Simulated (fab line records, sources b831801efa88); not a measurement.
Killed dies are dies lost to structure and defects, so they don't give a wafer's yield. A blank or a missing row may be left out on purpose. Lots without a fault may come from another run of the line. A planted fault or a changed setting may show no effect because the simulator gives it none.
Chamber matching | flow sky130 | SKY_PASSIVATION_ETCH_11 on rie_diel-04: 4 sister chambers
The step etches the open film in CF4/O2, stops on AlCu, target depth 725 nm, time 161.1 s. 16 wafers are shown with their chamber, then 8 later ones without.

WAFERS WITH THEIR CHAMBER
wafer  | chamber | drypump_motor_current_A (A) | oes_product_au (a.u.) | throttle_valve_pct (%)
L076.2 | 3       | 6.1                         | 0.979                 | 5.970
L076.3 | 2       | 6.2                         | 0.967                 | 5.961
L076.6 | 2       | 6.2                         | 0.978                 | 5.957
L079.1 | 0       | 4.6                         | 0.985                 | 5.960
L079.3 | 3       | 6.1                         | 0.987                 | 5.977
L079.4 | 2       | 6.2                         | 0.991                 | 5.991
L083.1 | 3       | 6.1                         | 0.976                 | 5.971
L083.2 | 0       | 4.6                         | 0.975                 | 5.945
L083.5 | 2       | 6.2                         | 0.984                 | 5.958
L085.2 | 1       | 6.0                         | 0.979                 | 5.974
L085.5 | 1       | 6.0                         | 0.978                 | 5.968
L085.6 | 0       | 4.6                         | 0.982                 | 5.975
L087.3 | 1       | 6.0                         | 0.968                 | 5.968
L087.4 | 0       | 4.6                         | 0.977                 | 5.980
L087.6 | 1       | 6.0                         | 0.975                 | 5.973
L088.1 | 2       | 6.3                         | 0.973                 | 5.962

SIGNATURES (means of the wafers above)
reading                 | chamber 0 | chamber 1 | chamber 2 | chamber 3 | scatter within a chamber
drypump_motor_current_A | 4.600     | 6.000     | 6.220     | 6.100     | 0.0258
oes_product_au          | 0.97975   | 0.97500   | 0.97860   | 0.98067   | 0.00677
throttle_valve_pct      | 5.96500   | 5.97075   | 5.96580   | 5.97267   | 0.0116
Rule: a wafer's distance from a chamber is the root of the sum, over the readings, of the square of ((its reading less the chamber's mean) divided by the reading's scatter). The wafer belongs to the nearest chamber; if the next one is less than 2 further off, it can't be placed. The scatter: the root of (the sum of the squares of (reading less its chamber's mean) over the shown wafers, divided by (wafers less chambers)).

WAFERS WITHOUT THEIR CHAMBER
wafer  | drypump_motor_current_A (A) | oes_product_au (a.u.) | throttle_valve_pct (%)
L088.3 | 6.0                         | 0.979                 | 5.986
L088.6 | 6.0                         | 0.984                 | 5.962
L092.2 | 6.2                         | 0.981                 | 5.982
L092.4 | 6.1                         | 0.995                 | 5.977
L092.5 | 4.6                         | 0.990                 | 5.960
L093.1 | 6.0                         | 0.975                 | 5.958
L093.2 | 6.0                         | 0.983                 | 5.959
L093.3 | 6.2                         | 0.976                 | 5.966

WHICH CHAMBER EACH WENT THROUGH
wafer  | from the rows above | in truth
L088.3 | 1                   | 1
L088.6 | 1                   | 1
L092.2 | 2                   | 2
L092.4 | 3                   | 3
L092.5 | 0                   | 0
L093.1 | 1                   | 1
L093.2 | 1                   | 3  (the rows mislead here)
L093.3 | 2                   | 2
Placed correctly: 7 of 8. Can't be placed from these rows: 0. Placed wrongly: 1.
